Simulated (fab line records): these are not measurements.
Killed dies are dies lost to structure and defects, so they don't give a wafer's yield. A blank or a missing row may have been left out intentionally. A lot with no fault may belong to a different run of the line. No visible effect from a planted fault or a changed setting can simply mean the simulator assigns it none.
Problem report in the 8D (eight disciplines) form, filled by code ; flow gf180mcu ; the parts of the form that need people (team, actions taken, sign-off) are left out

== 1. WHAT IS WRONG ==
Wafers free of any fault read 0.327 ohm/sq (standard deviation 0.0038) for V3_W_RS at GF_V3_RS_MEAS_24, against a mean of 0.409 ohm/sq on 3 wafers of 2 lots. Measured from the usual mean, that is +22 standard deviations.
The step: measures by four-point-probe.
The first sign was on wafer L433.2 at day 25 21:53, on film-metro-01. The record holds 33 wafers of 11 lots with a number at this step. Rule for "out" (also "out of limits"): further than 4 standard deviations from the usual mean. The other wafers with a number count as sound.

== 2. WHAT IT IS; WHAT IT IS NOT ==
question;is;is not
which readings at this step;V3_W_RS;-
which lots;L433, L438;L427, L428, L429, L431, L445, L446, L447, L448, L450
which wafers of those lots;L433.2, L438.2, L438.6;L433.3, L433.5, L438.1
read on which gauges;film-metro-01, film-metro-04;film-metro-03
when;from day 25 21:53;"up to then (14 sound wafers); but 16 sound wafers of L438, L445, L446, L447, L448, L450 came after"

== 3. WHAT RULES OUT EACH SUSPECT ==
Counting: if a tool at a process step up to the reading ran every lot that is out, it stays a suspect. Sound lots after the first of them don't rule it out here, since some wafers of a struck lot are sound.
- the gauge at GF_V3_RS_MEAS_24 has been ruled out. Those wafers that are out were read across 2 gauges (film-metro-01, film-metro-04).
- plasma-asher-04 at GF_V3_STRIP_18 (strips in O2/N2): kept. It processed each lot that is out (first: L433, day 25 21:07); up to then, its last sound lot is L428 (day 21 18:52).
- cvd-w-01 at GF_V3_CVD_23 (deposits W, target thk 350 nm, time 104.9 s): kept. It processed each lot that is out (first: L433, day 25 21:45); up to then, its last sound lot is L431 (day 23 00:35).
- Within cvd-w-01 at GF_V3_CVD_23: the wafers that are out ran in chamber 0; their sound lot-mates ran in chamber 1.
The count leaves cvd-w-01 at GF_V3_CVD_23 and plasma-asher-04 at GF_V3_STRIP_18.

== 4. THE CAUSE (what the simulator had put in) ==
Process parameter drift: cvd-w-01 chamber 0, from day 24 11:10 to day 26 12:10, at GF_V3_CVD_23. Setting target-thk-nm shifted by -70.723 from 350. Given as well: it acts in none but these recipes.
2 suspects survive the count, and this tool is in that group.

== 5. THE EFFECT CHAIN, in route order ==
One row per reading whose mean, taken over the struck wafers that have a number, lies over 3 standard deviations from the usual. Only readings for which the record gives a usual standard deviation are gone through. hours: the time from each lot's start at the first step in this table that gives one to its start at this step, as a median over the lots. sigmas: the change in usual standard deviations.
hours;step;reading;usual;on struck wafers;change;sigmas
0;GF_V3_RS_MEAS_24;V3_W_RS;0.327 ohm/sq;0.409;+0.082;+22
0;GF_V3_THK_MEAS_25;V3_W_THK;357 nm;285;-72;-15
0;GF_V3_CMP_26;time-to-endpoint-s;82 s;61;-21;-6.2
The process steps in it:
- GF_V3_CMP_26: polishes, stops on SiO2, t overpolish 15 s, target thk 0 nm.

== 6. HOW IT WOULD HAVE BEEN CAUGHT EARLIER ==
Counted from the fault's start at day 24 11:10, it took 35 hours until the first out-of-limits reading at a measuring or inspecting step in this record, taken at day 25 21:53.
No tool reading at GF_V3_CVD_23 that has a usual standard deviation in the record was out on any struck wafer, so an alarm limit of 4 standard deviations on those readings would not have fired.
L438, from the lots that are out (2), started GF_V3_CVD_23 on cvd-w-01 later than day 25 21:53. Holding the tool at that time would have saved it.
